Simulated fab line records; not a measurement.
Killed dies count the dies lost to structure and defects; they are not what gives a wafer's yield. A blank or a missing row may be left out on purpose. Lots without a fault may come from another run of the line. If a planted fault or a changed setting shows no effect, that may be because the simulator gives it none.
A struck lot beside a sound one | flow sky130 | 15 steps out of a route of 708
Sound: these wafers, L136.3, L136.5, L136.6. The struck wafers were L153.2, L153.3, L153.5. The cause is named last.
Per side, at each step with rows, come the tool, then ch with its chambers, and then its first start. Under that, the readings that differ: sound wafers | struck wafers | difference of the means | sigmas: that difference in standard deviations of wafers without a fault.
alike: same words and numbers on both sides, and readings whose means sit less than 2 such deviations apart. not compared: any withheld reading, any reading some wafer has no value for, any bound like >300 that may hide the same value, and any number with overlapping values for which the record gives no deviation.
Wherever a step has rows on one side only, a row that says differs or no value, or a row with sigmas, the two part there. Numbers that have no deviation but don't overlap get no sigmas and don't part them. A reading that every wafer of one side lacks parts them only if that side has two wafers or more.

SKY_METAL5_SPUTTER_04: material TiN, target thk 70 nm, time 58.3 s.
  sound on pvd sputter-04 at day 43 00:38; struck on pvd sputter-04 at day 48 14:20
  alike: throttle valve pct
SKY_METAL5_RS_MEAS_05: uses a four-point probe to measure.
  sound on film metro-04 at day 43 00:43; struck on film metro-03 at day 48 14:24
  alike: METAL5_ALCU_RS
SKY_METAL5_THK_MEAS_06: measures by xrf.
  sound on film metro-04 at day 43 00:49; struck on film metro-03 at day 48 14:31
  reading              | sound          | struck         | difference | sigmas
  METAL5_ALCU_THK (nm) | 1153 1162 1151 | 1127 1125 1122 | -31        | -2
then, 7 steps without rows for these wafers: SKY_METAL5_DEHYDRATE_07 (time 60 s); SKY_METAL5_HMDS_08 (prime time 60 s); SKY_METAL5_COAT_09 (resist thk 1800 nm); SKY_METAL5_SOFTBAKE_10 (time 60 s); SKY_METAL5_EXPOSE_11 (exposes mask MM5, target cd 1600 nm); SKY_METAL5_PEB_12; SKY_METAL5_DEVELOP_13 (develop time 60 s).
SKY_METAL5_DESCUM_14: chemistry O2, time 11 s.
  sound on rie metal-01 ch 0,1, day 44 00:02; struck on rie metal-02 ch 0,1, day 49 09:08
  alike: drypump motor current A, oes product au, rf fwd power W
  not compared: rf hours counter h
SKY_METAL5_METAL_ETCH_15: etches the open film in Cl2/BCl3, stops on SiO2, target depth 1260 nm, time 252 s.
  sound on rie metal-01 ch 0,1, day 44 00:08; struck on rie metal-02 ch 0,1, day 49 09:10
  alike: drypump motor current A, mfc cl2 sccm, oes product au, rf fwd power W, throttle valve pct
  not compared: rf hours counter h
SKY_METAL5_STRIP_16: strips in O2/N2.
  sound on plasma asher-01 ch 0,1, day 44 00:20; struck on plasma asher-03 ch 0,1, day 49 09:23
  no value came back on the struck wafers for any of 5 readings (chamber pressure mTorr (mTorr), drypump motor current A (A) and others); on the sound wafers chamber pressure mTorr (mTorr) reads 1495.8 1501.8 1499.0
  reading                                     | sound | struck         | difference | sigmas
  model.NOVOLAK_of_METAL5_COAT_09.thk nm (nm) | 0 0 0 | 1043 1031 1029 | +1034      |
  not compared: rf hours counter h
then, 1 step without rows for these wafers: SKY_METAL5_STRIP_17 (strips in post etch residue remover, time 1200 s).
SKY_PAD_OPEN_PROBE_99:
  sound on prober-02 at day 45 22:37; struck on prober-01 at day 50 23:13
  reading                               | sound               | struck               | difference | sigmas
  model.etest.met5 comb.leak log10 a um | -11.9 -12.14 -11.89 | -11.08 -11.09 -11.31 | +0.82      |
  alike: defect limited yield, killed_at_M0_to_M3, killed_at_M4_up, killed at contacts, killed at front end, killed at other, killed dies, killed open, killed short, sort_bin_3_pad_short, sort_bin_5_function, sort_bin_6_memory, sort n pass, sort yield pct

WHERE THEY PART
Last at SKY_METAL5_STRIP_16 as far as this record goes, first at SKY_METAL5_THK_MEAS_06. Later steps at which nothing parts them and some readings are alike: SKY_PAD_OPEN_PROBE_99.

WHY: whatever the simulator had introduced
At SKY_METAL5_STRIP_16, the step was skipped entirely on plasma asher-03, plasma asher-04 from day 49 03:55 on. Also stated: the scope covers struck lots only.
